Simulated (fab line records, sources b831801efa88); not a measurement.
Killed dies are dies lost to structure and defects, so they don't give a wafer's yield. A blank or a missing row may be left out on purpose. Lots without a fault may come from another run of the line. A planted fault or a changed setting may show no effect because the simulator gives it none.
Which tool did it? | flow sky130 | 7 lots, 21 wafers sampled, at 2 steps of a route of 708

WHAT THE GAUGES READ, wafer by wafer
SKY_CONTACT_CD_MEAS_14: target cd 170 nm.
lot  | measured     | on        | cd_nm (nm)
L451 | day 33 10:35 | cd_sem-01 | 168.5 168.3 169.4
L456 | day 35 05:04 | cd_sem-02 | 170.2 170.6 171.6
L459 | day 37 16:45 | cd_sem-02 | 170.3 171.2 170.6
L463 | day 37 12:00 | cd_sem-02 | 169.6 169.5 168.1
L465 | day 37 19:41 | cd_sem-02 | 170.9 172.7 170.3
L469 | day 39 09:59 | cd_sem-01 | 167.9 169.0 168.9
L470 | day 39 13:31 | cd_sem-01 | 167.0 166.9 166.5

WHICH TOOL RAN EACH LOT (tool, then ch and the chambers of the sampled wafers, then the start)
lot  | SKY_VT_ADJUST_LVTN_EXPOSE_15
L451 | iline_stepper-01 ch 0, day 8 01:19
L456 | iline_stepper-01 ch 0, day 10 01:06
L459 | iline_stepper-02 ch 0, day 10 20:38
L463 | iline_stepper-01, day 12 00:34
L465 | iline_stepper-01 ch 0, day 12 18:03
L469 | iline_stepper-01 ch 0, day 14 05:29
L470 | iline_stepper-02 ch 0, day 14 15:16
- SKY_VT_ADJUST_LVTN_EXPOSE_15: exposes mask HVN STD DERIVED, target cd 600 nm.

THE ANSWER, worked out from the rows above alone
Rule: what is usual is taken from the lots themselves. Put in order of their means at a reading, lots are off if they are a third of the lots or fewer, leave a main group of 4 or more, and stand apart from it by a gap of 3 or more times the standard deviation of the main group's means; of several such gaps the widest counts. A main group whose means are all the same, to the digits that the tables above print for the reading, isn't used. A lot without any number at a reading at which 4 lots or more have one is off too. The other lots that the step has rows for count as sound.
No lot is off at any reading shown: from this, nothing can be told.

WHAT THE SIMULATOR HAD PUT IN
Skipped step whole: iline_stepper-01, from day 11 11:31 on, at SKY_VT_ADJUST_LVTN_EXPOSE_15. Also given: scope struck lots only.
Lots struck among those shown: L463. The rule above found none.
